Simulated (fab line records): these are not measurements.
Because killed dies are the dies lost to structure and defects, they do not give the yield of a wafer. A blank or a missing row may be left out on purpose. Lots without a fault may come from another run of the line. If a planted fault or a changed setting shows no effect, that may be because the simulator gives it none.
fab line records | flow sky130 | part 1 of 2: steps 1 to 28 of 37
[record] lots = 5 | wafers = 15 | lastDay = 50
route steps=708 shown METAL3@558 VIA3@573
lots untouched by any fault: they come from a run of this same line in which no faults occurred
startH: hours from the record's first day to the start of the lot's first wafer shown | waitH: hours from the lot's prior step to this one | " the same as in the row above | L1.1+2: several wafers, shown together as one row | - no value, or no start was given | * or withheld: withheld | < > ~ a bound
route shown NAME@n: a module of which the file shows steps, and the number in the route of the first | usual: mean and standard deviation over wafers with no fault | same: alike in all rows | chamber/n: place in a boat | sites: each site's reading | _std_site: the values' standard deviation | _edge_site: inner sites' mean taken away from outer sites' mean | radiusMm: how far each site lies from the wafer's centre | mask NAME#n: copy n | behind: the most recent tool/chamber to have shaped the wafer | hold: what put the lot on hold/how long, in hours/how the hold closed | device: whichever transistor did not switch (one of n, p or np) | end of line: the same wafers' tests at the end of the route | a step with no rows: only its recipe | killed: not the wafer's yield, but the dies lost to structure and defects at the first sort | map: shows each die of a wafer: x if killed, . if not, _ if none is there
set.NAME: the setting that was run; set.NAME@STEP: the one run at that earlier step | model.NAME: the simulator's own value behind a step, which no gauge read
lots at some steps of the route; a table a step, a row a wafer
services: the hour from which a tool's chamber was out of use, counted from the record's first day as startH (under 0 if before that day), plus the number of hours and why
[[steps]]
[step SKY_METAL3_COAT_08]
[recipe] resist = KrF-thick | spinRpm = 3000 | resistThkNm = 1130
[usual] dispensePressureKPa = 46/4.4
lot.wafer | tool          | chamber | startH | waitH | dispensePressureKPa
L074.3    | lithoTrack-03 | 0       | -      | -     | 47
L074.4    | "             | 0       | "      | "     | 47
L074.5    | "             | 0       | "      | "     | 47
L076.2    | lithoTrack-01 | 0       | -      | -     | 42
L076.5    | "             | 0       | "      | "     | 41
L076.6    | "             | 0       | "      | "     | 42
L080.1    | lithoTrack-01 | 0       | -      | -     | 42
L080.3    | "             | 0       | "      | "     | 42
L080.4    | "             | 0       | "      | "     | 42
L086.2    | lithoTrack-02 | 0       | -      | -     | 53
L086.3    | "             | 0       | "      | "     | 53
L086.5    | "             | 0       | "      | "     | 53
L095.1    | lithoTrack-03 | 0       | -      | -     | 47
L095.4    | "             | 0       | "      | "     | 47
L095.5    | "             | 0       | "      | "     | 47
[step SKY_METAL3_SOFTBAKE_09]
[recipe] tempC = 100 | timeS = 90 | resist = KrF-thick
lot.wafer  | tool          | chamber | startH | waitH
L074.3+4+5 | lithoTrack-03 | 0       | -      | -
L076.2+5+6 | lithoTrack-01 | 0       | -      | -
L080.1+3+4 | lithoTrack-01 | 0       | -      | -
L086.2+3+5 | lithoTrack-02 | 0       | -      | -
L095.1+4+5 | lithoTrack-03 | 0       | -      | -
[step SKY_METAL3_EXPOSE_10]
[recipe] maskId = MM3 | na = 0.68 | sourceShape = annular | sigmaInner = 0.4 | sigmaOuter = 0.8 | targetCdNm = 300 | doseMj = 28
[usual] focusOffsetNm = -0.2/0.49
[same] na = 0.68
lot.wafer | tool          | chamber | startH | waitH | mask  | focusOffsetNm
L074.3    | krfScanner-02 | 0       | -      | -     | MM3#0 | 0.0
L074.4    | "             | 0       | "      | "     | MM3#0 | -0.2
L074.5    | "             | 0       | "      | "     | MM3#0 | -0.2
L076.2    | krfScanner-01 | 0       | -      | -     | MM3#0 | -0.1
L076.5    | "             | 0       | "      | "     | MM3#0 | 0.2
L076.6    | "             | 0       | "      | "     | MM3#0 | -0.3
L080.1    | krfScanner-01 | 0       | -      | -     | MM3#0 | 0.2
L080.3    | "             | 0       | "      | "     | MM3#0 | 0.6
L080.4    | "             | 0       | "      | "     | MM3#0 | -0.2
L086.2    | krfScanner-01 | 0       | -      | -     | MM3#0 | -0.2
L086.3    | "             | 0       | "      | "     | MM3#0 | -0.2
L086.5    | "             | 0       | "      | "     | MM3#0 | -0.3
L095.1    | krfScanner-02 | 0       | -      | -     | MM3#0 | -0.2
L095.4    | "             | 0       | "      | "     | MM3#0 | 0.5
L095.5    | "             | 0       | "      | "     | MM3#0 | -0.8
[step SKY_METAL3_PEB_11]
[recipe] pebTempC = withheld | pebTimeS = withheld | resist = KrF-thick
lot.wafer  | tool          | chamber | startH | waitH
L074.3+4+5 | lithoTrack-01 | 0       | -      | -
L076.2+5+6 | lithoTrack-01 | 0       | -      | -
L080.1+3+4 | lithoTrack-02 | 0       | -      | -
L086.2+3+5 | lithoTrack-02 | 0       | -      | -
L095.1+4+5 | lithoTrack-01 | 0       | -      | -
[step SKY_METAL3_DEVELOP_12]
[recipe] developTimeS = 60 | resist = KrF-thick | devTempC = 21
lot.wafer  | tool          | chamber | startH | waitH
L074.3+4+5 | lithoTrack-01 | 0       | -      | -
L076.2+5+6 | lithoTrack-01 | 0       | -      | -
L080.1+3+4 | lithoTrack-02 | 0       | -      | -
L086.2+3+5 | lithoTrack-02 | 0       | -      | -
L095.1+4+5 | lithoTrack-01 | 0       | -      | -
[step SKY_METAL3_CD_MEAS_13]
[recipe] targetCdNm = 300
[usual] cdNm = 300.2/1.1
lot.wafer | tool     | chamber | startH  | waitH | cdNm
L074.3    | cdSem-01 | -       | 903.92  | -     | 298.9
L074.4    | "        | -       | "       | "     | 300.3
L074.5    | "        | -       | "       | "     | 300.5
L076.2    | cdSem-02 | -       | 921.45  | -     | 299.5
L076.5    | "        | -       | "       | "     | 299.4
L076.6    | "        | -       | "       | "     | 299.8
L080.1    | cdSem-02 | -       | 951.77  | -     | 300.4
L080.3    | "        | -       | "       | "     | 300.7
L080.4    | "        | -       | "       | "     | 299.8
L086.2    | cdSem-02 | -       | 995.89  | -     | 300.3
L086.3    | "        | -       | "       | "     | 301.5
L086.5    | "        | -       | "       | "     | 299.8
L095.1    | cdSem-02 | -       | 1056.08 | -     | 299.4
L095.4    | "        | -       | "       | "     | 300.8
L095.5    | "        | -       | "       | "     | 300.6
[step SKY_METAL3_OVL_MEAS_14]
[usual] METAL3_OVL = 3/5.2
lot.wafer | tool       | chamber | startH  | waitH | METAL3_OVL[nm]
L074.3    | overlay-02 | -       | 904.01  | 0.1   | 2
L074.4    | "          | -       | "       | "     | 11
L074.5    | "          | -       | "       | "     | 4
L076.2    | overlay-02 | -       | 921.55  | 0.1   | 1
L076.5    | "          | -       | "       | "     | 6
L076.6    | "          | -       | "       | "     | 4
L080.1    | overlay-02 | -       | 951.89  | 0.1   | 1
L080.3    | "          | -       | "       | "     | 6
L080.4    | "          | -       | "       | "     | 2
L086.2    | overlay-01 | -       | 995.99  | 0.1   | -2
L086.3    | "          | -       | "       | "     | 5
L086.5    | "          | -       | "       | "     | 2
L095.1    | overlay-02 | -       | 1056.20 | 0.1   | 1
L095.4    | "          | -       | "       | "     | -3
L095.5    | "          | -       | "       | "     | 2
[step SKY_METAL3_DESCUM_15]
[recipe] chemistry = O2 | sourcePowerW = 150 | biasPowerW = 0 | pressureMtorr = 10 | tempC = 40 | timeS = 8
[usual] chamberPressureMTorr = 10.002/0.0094 | drypumpMotorCurrentA = 5.5/0.39 | oesProductAu = 0.998/0.015
lot.wafer | tool        | chamber | startH  | waitH | chamberPressureMTorr | drypumpMotorCurrentA | oesProductAu | rfHoursCounterH
L074.3    | rieMetal-02 | 0       | 904.04  | 0.0   | 10.002               | 6.2                  | 1.001        | -
L074.4    | "           | 1       | "       | "     | 10.004               | 5.3                  | 0.977        | -
L074.5    | "           | 0       | "       | "     | 10.001               | 6.2                  | 1.005        | -
L076.2    | rieMetal-02 | 0       | 921.58  | 0.0   | 9.998                | 6.2                  | 0.993        | 11
L076.5    | "           | 1       | "       | "     | 10.008               | 5.3                  | 0.971        | -
L076.6    | "           | 0       | "       | "     | 9.997                | 6.2                  | 1.000        | -
L080.1    | rieMetal-02 | 1       | 951.92  | 0.0   | 10.003               | 5.3                  | 0.989        | 9
L080.3    | "           | 1       | "       | "     | 10.016               | 5.3                  | 0.990        | -
L080.4    | "           | 0       | "       | "     | 10.011               | 6.2                  | 1.010        | -
L086.2    | rieMetal-01 | 1       | 996.02  | 0.0   | 10.007               | 5.1                  | 1.024        | 14
L086.3    | "           | 1       | "       | "     | 9.994                | 5.1                  | 1.020        | -
L086.5    | "           | 0       | "       | "     | 10.009               | 5.2                  | 1.004        | -
L095.1    | rieMetal-01 | 1       | 1056.24 | 0.0   | 10.010               | 5.1                  | 1.020        | 17
L095.4    | "           | 1       | "       | "     | 10.010               | 5.1                  | 1.027        | -
L095.5    | "           | 1       | "       | "     | 9.993                | 5.1                  | 1.025        | -
[step SKY_METAL3_ETCH_16]
[recipe] chemistry = N2/H2 | target = BARC | ionEnergyEv = 200 | biasW = 100 | pressureMtorr = 30 | n2FlowSccm = 100 | h2FlowSccm = 200 | icpW = 500 | stopOn = SiO2 | timeS = 88.2 | targetDepthA = 600
[usual] chamberPressureMTorr = 30.000/0.027 | drypumpMotorCurrentA = 5.5/0.39 | oesProductAu = 0.625/0.0041 | throttleValvePct = 13.204/0.0099
lot.wafer | tool        | chamber | startH  | waitH | chamberPressureMTorr | drypumpMotorCurrentA | oesProductAu | rfHoursCounterH | throttleValvePct
L074.3    | rieMetal-02 | 0       | 904.10  | 0.0   | 29.981               | 6.2                  | 0.625        | -               | 13.207
L074.4    | "           | 1       | "       | "     | 30.002               | 5.3                  | 0.625        | -               | 13.205
L074.5    | "           | 0       | "       | "     | 29.977               | 6.2                  | 0.630        | -               | 13.209
L076.2    | rieMetal-02 | 0       | 921.62  | 0.0   | 30.000               | 6.2                  | 0.625        | 11              | 13.211
L076.5    | "           | 1       | "       | "     | 29.964               | 5.3                  | 0.623        | -               | 13.197
L076.6    | "           | 0       | "       | "     | 29.999               | 6.2                  | 0.628        | -               | 13.201
L080.1    | rieMetal-02 | 1       | 951.96  | 0.0   | 30.020               | 5.3                  | 0.625        | 9               | 13.202
L080.3    | "           | 1       | "       | "     | 29.970               | 5.3                  | 0.620        | -               | 13.204
L080.4    | "           | 0       | "       | "     | 30.005               | 6.2                  | 0.625        | -               | 13.180
L086.2    | rieMetal-01 | 1       | 996.06  | 0.0   | 29.963               | 5.1                  | 0.622        | 14              | 13.200
L086.3    | "           | 1       | "       | "     | 29.964               | 5.1                  | 0.618        | -               | 13.189
L086.5    | "           | 0       | "       | "     | 29.989               | 5.2                  | 0.626        | -               | 13.216
L095.1    | rieMetal-01 | 1       | 1056.27 | 0.0   | 29.975               | 5.1                  | 0.626        | 17              | 13.210
L095.4    | "           | 1       | "       | "     | 30.006               | 5.1                  | 0.624        | -               | 13.204
L095.5    | "           | 1       | "       | "     | 29.985               | 5.1                  | 0.630        | -               | 13.202
[step SKY_METAL3_ETCH_17]
[recipe] target = SiO2 | stopOn = TiN | chemistry = C4F8/O2/Ar | sourceW = 1500 | biasW = 1200 | pressureMtorr = 40 | c4f8FlowSccm = withheld | O2_flow_sccm = 6 | Ar_flow_sccm = 300 | timeS = 3.9 | targetDepthA = 150
[usual] chamberPressureMTorr = 40.01/0.039 | oesProductAu = 0.740/0.0084
lot.wafer | tool       | chamber | startH  | waitH | chamberPressureMTorr | oesProductAu | rfHoursCounterH
L074.3    | rieDiel-04 | 0       | 904.16  | 0.0   | 40.03                | 0.733        | 3
L074.4    | "          | 3       | "       | "     | 40.01                | 0.745        | 13
L074.5    | "          | 3       | "       | "     | 40.00                | 0.725        | -
L076.2    | rieDiel-02 | 2       | 921.71  | 0.1   | 39.97                | 0.754        | 13
L076.5    | "          | 0       | "       | "     | 40.01                | 0.760        | -
L076.6    | "          | 1       | "       | "     | 40.00                | 0.742        | -
L080.1    | rieDiel-02 | 0       | 952.05  | 0.1   | 40.05                | 0.729        | 5
L080.3    | "          | 1       | "       | "     | 39.96                | 0.742        | 17
L080.4    | "          | 2       | "       | "     | 40.03                | 0.736        | 14
L086.2    | rieDiel-02 | 3       | 996.15  | 0.1   | 40.05                | 0.751        | 4
L086.3    | "          | 0       | "       | "     | 39.98                | 0.739        | 6
L086.5    | "          | 3       | "       | "     | 40.03                | 0.742        | -
L095.1    | rieDiel-03 | 2       | 1056.37 | 0.1   | 39.98                | 0.734        | 14
L095.4    | "          | 0       | "       | "     | 40.04                | 0.745        | -
L095.5    | "          | 2       | "       | "     | 40.03                | 0.746        | -
[step SKY_METAL3_METAL_ETCH_18]
[recipe] targetDepthA = 8450 | stopOn = SiO2 | overEtchFrac = 0.3 | timeS = 183.1 | chemistry = Cl2/BCl3 | resistSidewallDeg = 88 | pressureMtorr = 10 | icpW = 900 | biasW = 48.5 | Cl2_flow_sccm = 60 | bcl3FlowSccm = 30
[usual] chamberPressureMTorr = 10.001/0.0093 | drypumpMotorCurrentA = 5.4/0.35 | oesProductAu = 0.867/0.0067 | throttleValvePct = 22.264/0.0088
lot.wafer | tool        | chamber | startH  | waitH | chamberPressureMTorr | drypumpMotorCurrentA | oesProductAu | rfHoursCounterH | throttleValvePct
L074.3    | rieMetal-03 | 1       | 904.24  | 0.1   | 10.006               | 5.7                  | 0.867        | -               | 22.251
L074.4    | "           | 0       | "       | "     | 9.998                | 5.2                  | 0.866        | -               | 22.264
L074.5    | "           | 0       | "       | "     | 10.001               | 5.2                  | 0.881        | -               | 22.266
L076.2    | rieMetal-03 | 1       | 921.73  | 0.0   | 10.006               | 5.7                  | 0.863        | 9               | 22.281
L076.5    | "           | 0       | "       | "     | 9.999                | 5.2                  | 0.864        | -               | 22.240
L076.6    | "           | 1       | "       | "     | 10.011               | 5.7                  | 0.873        | -               | 22.266
L080.1    | rieMetal-03 | 0       | 952.07  | 0.0   | 10.003               | 5.2                  | 0.871        | 9               | 22.261
L080.3    | "           | 1       | "       | "     | 9.993                | 5.7                  | 0.863        | -               | 22.273
L080.4    | "           | 0       | "       | "     | 9.992                | 5.2                  | 0.878        | -               | 22.273
L086.2    | rieMetal-03 | 1       | 996.17  | 0.0   | 10.000               | 5.7                  | 0.857        | 13              | 22.271
L086.3    | "           | 1       | "       | "     | 9.991                | 5.7                  | 0.861        | -               | 22.278
L086.5    | "           | 1       | "       | "     | 10.001               | 5.7                  | 0.860        | -               | 22.266
L095.1    | rieMetal-03 | 0       | 1056.38 | 0.0   | 10.006               | 5.2                  | 0.854        | 15              | 22.278
L095.4    | "           | 1       | "       | "     | 9.993                | 5.7                  | 0.862        | -               | 22.254
L095.5    | "           | 0       | "       | "     | 10.011               | 5.2                  | 0.852        | -               | 22.273
[step SKY_METAL3_STRIP_19]
[recipe] chemistry = O2/N2 | powerW = 1400 | pressureMtorr = 1500 | platenTempC = withheld | o2FlowSccm = 3000 | n2FlowSccm = 300 | overashFraction = 0.5
[usual] chamberPressureMTorr = 1500.0/1.4 | drypumpMotorCurrentA = 5.6/0.34 | oesProductAu = 0.497/0.008 | stripTimeToEndpointS = 6.41/0.15
lot.wafer | tool           | chamber | startH  | waitH | chamberPressureMTorr | drypumpMotorCurrentA | oesProductAu | rfHoursCounterH | stripTimeToEndpointS
L074.3    | plasmaAsher-03 | 0       | 904.39  | 0.1   | 1501.1               | 5.7                  | 0.511        | -               | 6.55
L074.4    | "              | 1       | "       | "     | 1499.4               | 6.1                  | 0.509        | -               | 6.68
L074.5    | "              | 1       | "       | "     | 1503.4               | 6.1                  | 0.503        | -               | 6.68
L076.2    | plasmaAsher-02 | 0       | 921.91  | 0.1   | 1503.6               | 5.1                  | 0.502        | 18              | 6.50
L076.5    | "              | 1       | "       | "     | 1499.3               | 5.8                  | 0.505        | -               | 6.69
L076.6    | "              | 0       | "       | "     | 1502.7               | 5.1                  | 0.502        | -               | 6.59
L080.1    | plasmaAsher-02 | 1       | 952.25  | 0.1   | 1499.1               | 5.9                  | 0.512        | 21              | 6.70
L080.3    | "              | 0       | "       | "     | 1500.1               | 5.2                  | 0.504        | -               | 6.58
L080.4    | "              | 1       | "       | "     | 1500.4               | 5.9                  | 0.510        | -               | 6.70
L086.2    | plasmaAsher-01 | 0       | 996.35  | 0.1   | 1497.4               | 5.6                  | 0.498        | 54              | 6.45
L086.3    | "              | 1       | "       | "     | 1498.4               | 5.2                  | 0.494        | -               | 6.43
L086.5    | "              | 1       | "       | "     | 1499.5               | 5.2                  | 0.498        | -               | 6.42
L095.1    | plasmaAsher-03 | 0       | 1056.56 | 0.1   | 1499.5               | 5.7                  | 0.502        | 93              | 6.48
L095.4    | "              | 0       | "       | "     | 1500.3               | 5.7                  | 0.490        | -               | 6.28
L095.5    | "              | 0       | "       | "     | 1502.3               | 5.7                  | 0.489        | -               | 6.39
[step SKY_METAL3_STRIP_20]
[recipe] chemistry = postEtchResidueRemover | timeS = 1200 | tempC = 72.5
lot.wafer  | tool        | chamber | startH  | waitH
L074.3+4+5 | wetBench-02 | 1       | 904.46  | 0.0
L076.2+5+6 | wetBench-02 | 3       | 922.01  | 0.1
L080.1+3+4 | wetBench-03 | 3       | 952.35  | 0.1
L086.2+3+5 | wetBench-03 | 1       | 996.45  | 0.1
L095.1+4+5 | wetBench-02 | 1       | 1056.66 | 0.1
[step SKY_METAL3_CLEAN_21]
[recipe] chemistry = IPA | timeS = 180 | tempC = 25
lot.wafer  | tool        | chamber | startH  | waitH
L074.3+4+5 | wetBench-01 | 2       | 904.80  | 0.0
L076.2+5+6 | wetBench-01 | 0       | 922.35  | 0.0
L080.1+3+4 | wetBench-02 | 0       | 952.72  | 0.0
L086.2+3+5 | wetBench-01 | 2       | 996.82  | 0.0
L095.1+4+5 | wetBench-03 | 1       | 1057.03 | 0.0
[step SKY_METAL3_CLEAN_22]
[recipe] chemistry = O3/DIW | dry = n2Spin
lot.wafer  | tool        | chamber | startH  | waitH
L074.3+4+5 | wetBench-02 | 2       | 904.86  | 0.0
L076.2+5+6 | wetBench-02 | 1       | 922.41  | 0.0
L080.1+3+4 | wetBench-01 | 1       | 952.78  | 0.0
L086.2+3+5 | wetBench-02 | 2       | 996.94  | 0.0
L095.1+4+5 | wetBench-02 | 2       | 1057.09 | 0.0
[step SKY_VIA3_HDPCVD_00]
[recipe] material = SiO2 | targetThkNm = 1635 | sigmaOpenFrac = 0.3 | timeS = 272.5 | tempC = 400 | sih4FlowSccm = 60 | pressureMtorr = 6
[usual] sih4FlowSccm = 60.03/0.19
lot.wafer | tool      | chamber | startH  | waitH | sih4FlowSccm
L074.3    | hdpcvd-02 | 2       | 904.95  | 0.0   | 59.70
L074.4    | "         | 0       | "       | "     | 60.20
L074.5    | "         | 1       | "       | "     | 59.70
L076.2    | hdpcvd-02 | 0       | 922.50  | 0.0   | 59.99
L076.5    | "         | 0       | "       | "     | 60.07
L076.6    | "         | 2       | "       | "     | 59.79
L080.1    | hdpcvd-01 | 0       | 952.88  | 0.0   | 59.87
L080.3    | "         | 2       | "       | "     | 60.01
L080.4    | "         | 0       | "       | "     | 59.75
L086.2    | hdpcvd-02 | 0       | 997.03  | 0.0   | 60.03
L086.3    | "         | 2       | "       | "     | 60.35
L086.5    | "         | 0       | "       | "     | 60.31
L095.1    | hdpcvd-02 | 1       | 1057.19 | 0.0   | 60.03
L095.4    | "         | 0       | "       | "     | 59.89
L095.5    | "         | 1       | "       | "     | 60.08
[step SKY_VIA3_THK_MEAS_01]
[recipe] reads = SiO2_of_VIA3_HDPCVD_00
[usual] VIA3_HDPCVD_THK = 1659/20
lot.wafer | tool         | chamber | startH  | waitH | VIA3_HDPCVD_THK[nm]
L074.3    | filmMetro-03 | -       | 905.14  | 0.1   | 1676
L074.4    | "            | -       | "       | "     | 1689
L074.5    | "            | -       | "       | "     | 1679
L076.2    | filmMetro-04 | -       | 922.68  | 0.1   | 1669
L076.5    | "            | -       | "       | "     | 1667
L076.6    | "            | -       | "       | "     | 1673
L080.1    | filmMetro-03 | -       | 953.13  | 0.2   | 1656
L080.3    | "            | -       | "       | "     | 1656
L080.4    | "            | -       | "       | "     | 1669
L086.2    | filmMetro-03 | -       | 997.21  | 0.1   | 1672
L086.3    | "            | -       | "       | "     | 1663
L086.5    | "            | -       | "       | "     | 1658
L095.1    | filmMetro-04 | -       | 1057.36 | 0.1   | 1662
L095.4    | "            | -       | "       | "     | 1677
L095.5    | "            | -       | "       | "     | 1678
[step SKY_VIA3_CMP_02]
[recipe] material = SiO2 | downForcePsi = 4 | platenRpm = 60 | padVelocityMS = 0.94248
[usual] motorCurrentA = 12.5/1.2 | slurryFilterDpKPa = 13.49/0.12
lot.wafer | tool   | chamber | startH  | waitH | motorCurrentA | slurryFilterDpKPa
L074.4    | cmp-02 | 0       | 905.23  | 0.1   | 11.0          | 13.44
L074.3    | "      | 1       | "       | "     | 14.3          | 13.62
L074.5    | "      | 3       | "       | "     | 13.0          | 13.55
L076.2    | cmp-02 | 3       | 922.95  | 0.3   | 13.8          | 13.51
L076.6    | "      | 2       | "       | "     | 13.8          | 13.30
L076.5    | "      | 3       | "       | "     | 13.2          | 13.56
L080.1    | cmp-01 | 2       | 953.19  | 0.1   | 11.9          | 13.40
L080.4    | "      | 3       | "       | "     | 11.9          | 13.62
L080.3    | "      | 1       | "       | "     | 10.9          | 13.35
L086.2    | cmp-02 | 3       | 997.31  | 0.1   | 14.2          | 13.28
L086.3    | "      | 1       | "       | "     | 14.5          | 13.33
L086.5    | "      | 2       | "       | "     | 13.0          | 13.36
L095.1    | cmp-02 | 3       | 1057.65 | 0.3   | 13.2          | 13.62
L095.4    | "      | 2       | "       | "     | 13.2          | 13.67
L095.5    | "      | 3       | "       | "     | 13.3          | 13.46
[step SKY_VIA3_BOW_MEAS_03]
[recipe] mode = bow
[usual] VIA3_BOW = 79/7.4
lot.wafer | tool         | chamber | startH  | waitH | VIA3_BOW[um]
L074.3    | filmMetro-04 | -       | 905.52  | 0.2   | 79
L074.4    | "            | -       | "       | "     | 77
L074.5    | "            | -       | "       | "     | 86
L076.2    | filmMetro-03 | -       | 923.22  | 0.2   | 90
L076.5    | "            | -       | "       | "     | 92
L076.6    | "            | -       | "       | "     | 81
L080.1    | filmMetro-01 | -       | 953.49  | 0.2   | 71
L080.3    | "            | -       | "       | "     | 74
L080.4    | "            | -       | "       | "     | 76
L086.2    | filmMetro-03 | -       | 997.58  | 0.2   | 76
L086.3    | "            | -       | "       | "     | 69
L086.5    | "            | -       | "       | "     | 64
L095.1    | filmMetro-04 | -       | 1057.95 | 0.2   | 75
L095.4    | "            | -       | "       | "     | 94
L095.5    | "            | -       | "       | "     | 87
[step SKY_VIA3_DEHYDRATE_04]
[recipe] tempC = 200 | timeS = 60
lot.wafer  | tool          | chamber | startH  | waitH
L074.3+4+5 | lithoTrack-02 | 0       | 917.07  | 11.5
L076.2+5+6 | lithoTrack-02 | 0       | 935.69  | 12.5
L080.1+3+4 | lithoTrack-01 | 0       | 964.88  | 11.4
L086.2+3+5 | lithoTrack-01 | 0       | 1008.70 | 11.1
L095.1+4+5 | lithoTrack-04 | 0       | 1068.09 | 10.1
[step SKY_VIA3_HMDS_05]
[recipe] primeTimeS = 60 | primeTempC = 120
lot.wafer  | tool          | chamber | startH  | waitH
L074.3+4+5 | lithoTrack-02 | 0       | 917.22  | 0.1
L076.2+5+6 | lithoTrack-02 | 0       | 935.84  | 0.1
L080.1+3+4 | lithoTrack-01 | 0       | 965.03  | 0.1
L086.2+3+5 | lithoTrack-01 | 0       | 1008.85 | 0.1
L095.1+4+5 | lithoTrack-04 | 0       | 1068.24 | 0.1
[step SKY_VIA3_COAT_06]
[recipe] resist = BARC | tempC = withheld | timeS = withheld | spinRpm = 3000 | resistThkNm = 60
[usual] dispensePressureKPa = 52/6.1
lot.wafer | tool          | chamber | startH  | waitH | dispensePressureKPa
L074.3    | lithoTrack-02 | 0       | 917.37  | 0.1   | 53
L074.4    | "             | 0       | "       | "     | 53
L074.5    | "             | 0       | "       | "     | 53
L076.2    | lithoTrack-02 | 0       | 935.99  | 0.1   | 53
L076.5    | "             | 0       | "       | "     | 53
L076.6    | "             | 0       | "       | "     | 53
L080.1    | lithoTrack-01 | 0       | 965.18  | 0.1   | 42
L080.3    | "             | 0       | "       | "     | 42
L080.4    | "             | 0       | "       | "     | 42
L086.2    | lithoTrack-01 | 0       | 1009.00 | 0.1   | 42
L086.3    | "             | 0       | "       | "     | 42
L086.5    | "             | 0       | "       | "     | 42
L095.1    | lithoTrack-04 | 0       | 1068.39 | 0.1   | 57
L095.4    | "             | 0       | "       | "     | 57
L095.5    | "             | 0       | "       | "     | 57
[step SKY_VIA3_COAT_07]
[recipe] resist = KrF-thick | spinRpm = 3000 | resistThkNm = 450
[usual] dispensePressureKPa = 52/6.1
lot.wafer | tool          | chamber | startH | waitH | dispensePressureKPa
L074.3    | lithoTrack-02 | 0       | -      | -     | 53
L074.4    | "             | 0       | "      | "     | 53
L074.5    | "             | 0       | "      | "     | 53
L076.2    | lithoTrack-02 | 0       | -      | -     | 53
L076.5    | "             | 0       | "      | "     | 53
L076.6    | "             | 0       | "      | "     | 53
L080.1    | lithoTrack-01 | 0       | -      | -     | 42
L080.3    | "             | 0       | "      | "     | 42
L080.4    | "             | 0       | "      | "     | 42
L086.2    | lithoTrack-01 | 0       | -      | -     | 41
L086.3    | "             | 0       | "      | "     | 41
L086.5    | "             | 0       | "      | "     | 42
L095.1    | lithoTrack-04 | 0       | -      | -     | 57
L095.4    | "             | 0       | "      | "     | 57
L095.5    | "             | 0       | "      | "     | 57
[step SKY_VIA3_SOFTBAKE_08]
[recipe] tempC = 100 | timeS = 90 | resist = KrF-thick
lot.wafer  | tool          | chamber | startH | waitH
L074.3+4+5 | lithoTrack-02 | 0       | -      | -
L076.2+5+6 | lithoTrack-02 | 0       | -      | -
L080.1+3+4 | lithoTrack-01 | 0       | -      | -
L086.2+3+5 | lithoTrack-01 | 0       | -      | -
L095.1+4+5 | lithoTrack-04 | 0       | -      | -
[step SKY_VIA3_EXPOSE_09]
[recipe] maskId = VIM3 | na = 0.8 | sourceShape = annular | sigmaInner = 0.55 | sigmaOuter = 0.85 | targetCdNm = 200 | doseMj = 38
[usual] focusOffsetNm = 0.1/0.57
[same] na = 0.8
lot.wafer | tool          | chamber | startH | waitH | mask   | focusOffsetNm
L074.3    | krfScanner-02 | 0       | -      | -     | VIM3#0 | -0.6
L074.4    | "             | 0       | "      | "     | VIM3#0 | 1.1
L074.5    | "             | 0       | "      | "     | VIM3#0 | 0.1
L076.2    | krfScanner-01 | 0       | -      | -     | VIM3#0 | 0.0
L076.5    | "             | 0       | "      | "     | VIM3#0 | -0.6
L076.6    | "             | 0       | "      | "     | VIM3#0 | -0.1
L080.1    | krfScanner-02 | 0       | -      | -     | VIM3#0 | 0.3
L080.3    | "             | 0       | "      | "     | VIM3#0 | -0.2
L080.4    | "             | 0       | "      | "     | VIM3#0 | -0.1
L086.2    | krfScanner-02 | 0       | -      | -     | VIM3#0 | -0.1
L086.3    | "             | 0       | "      | "     | VIM3#0 | -0.1
L086.5    | "             | 0       | "      | "     | VIM3#0 | -0.2
L095.1    | krfScanner-02 | 0       | -      | -     | VIM3#0 | -1.4
L095.4    | "             | 0       | "      | "     | VIM3#0 | -0.9
L095.5    | "             | 0       | "      | "     | VIM3#0 | 0.5
[step SKY_VIA3_PEB_10]
[recipe] pebTempC = withheld | pebTimeS = withheld | resist = KrF-thick
lot.wafer  | tool          | chamber | startH | waitH
L074.3+4+5 | lithoTrack-01 | 0       | -      | -
L076.2+5+6 | lithoTrack-01 | 0       | -      | -
L080.1+3+4 | lithoTrack-04 | 0       | -      | -
L086.2+3+5 | lithoTrack-02 | 0       | -      | -
L095.1+4+5 | lithoTrack-02 | 0       | -      | -
[step SKY_VIA3_DEVELOP_11]
[recipe] developTimeS = 60 | resist = KrF-thick | devTempC = 21
lot.wafer  | tool          | chamber | startH | waitH
L074.3+4+5 | lithoTrack-01 | 0       | -      | -
L076.2+5+6 | lithoTrack-01 | 0       | -      | -
L080.1+3+4 | lithoTrack-04 | 0       | -      | -
L086.2+3+5 | lithoTrack-02 | 0       | -      | -
L095.1+4+5 | lithoTrack-02 | 0       | -      | -
[step SKY_VIA3_CD_MEAS_12]
[recipe] targetCdNm = 200
[usual] cdNm = 200.1/1.6
lot.wafer | tool     | chamber | startH  | waitH | cdNm
L074.3    | cdSem-01 | -       | 930.52  | -     | 202.5
L074.4    | "        | -       | "       | "     | 199.9
L074.5    | "        | -       | "       | "     | 200.3
L076.2    | cdSem-01 | -       | 947.80  | -     | 200.5
L076.5    | "        | -       | "       | "     | 198.7
L076.6    | "        | -       | "       | "     | 201.3
L080.1    | cdSem-01 | -       | 977.09  | -     | 200.8
L080.3    | "        | -       | "       | "     | 198.4
L080.4    | "        | -       | "       | "     | 198.5
L086.2    | cdSem-02 | -       | 1020.84 | -     | 202.3
L086.3    | "        | -       | "       | "     | 200.9
L086.5    | "        | -       | "       | "     | 200.8
L095.1    | cdSem-01 | -       | 1078.92 | -     | 199.1
L095.4    | "        | -       | "       | "     | 196.8
L095.5    | "        | -       | "       | "     | 199.5
